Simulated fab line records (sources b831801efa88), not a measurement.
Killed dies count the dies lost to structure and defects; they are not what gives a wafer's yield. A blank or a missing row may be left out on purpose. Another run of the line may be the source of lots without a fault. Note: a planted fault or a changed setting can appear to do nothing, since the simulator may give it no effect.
2 desks, one fault | flow sky130 | each desk has only its own numbers; what lay behind them comes last

== THE TOOL OWNER'S DESK: rie_diel-02 ==
The tool's own readings at SKY_VIA4_ETCH_12 (etches SiO2 in C4F8/O2/Ar, stops on TiN, target depth 580 nm): means of the sampled wafers that have a number, for each lot that ran on this tool. A lot is out of limits, marked OUT, if its mean lies more than 4 standard deviations from the usual mean; the brackets give that distance.
Columns: A = oes_product_au at SKY_VIA4_ETCH_12, usual 0.925 a.u.; B = rf_fwd_power_W at SKY_VIA4_ETCH_12, usual 1491 W
lot  | first seen here | A     | B
L532 | day 44 10:31    | 0.925 | 1490
L539 | day 46 05:34    | 0.925 | 1493
This desk found nothing out of limits on any of the 2 lots.

== METROLOGY DESK ==
What the gauges read for every lot (on any tool): the sampled wafers with a number, averaged. A lot is out of limits, marked OUT, if its mean lies more than 4 standard deviations from the usual mean; the brackets give that distance.
Columns: A = PAD_OPEN_BOW at SKY_PAD_OPEN_BOW_MEAS_13, usual 48 um
lot  | first seen here | A
L530 | day 46 22:25    | 37
L532 | day 47 05:43    | 64
L534 | day 47 20:23    | 42
L535 | day 47 23:48    | 61
L537 | day 48 11:25    | 50
L539 | day 48 19:47    | 50
L544 | day 50 05:16    | 43
L546 | day 50 14:13    | 55
L545 | day 50 16:39    | 51
L548 | day 50 19:04    | 51
L547 | day 50 19:22    | 36
L549 | day 50 20:32    | 58
This desk found nothing out of limits on any of the 12 lots.

== TAKEN TOGETHER ==
The desk of the tool owner found nothing out of limits.
At the metrology desk, nothing out of limits was observed.

== WHAT THE SIMULATOR HAD PUT IN ==
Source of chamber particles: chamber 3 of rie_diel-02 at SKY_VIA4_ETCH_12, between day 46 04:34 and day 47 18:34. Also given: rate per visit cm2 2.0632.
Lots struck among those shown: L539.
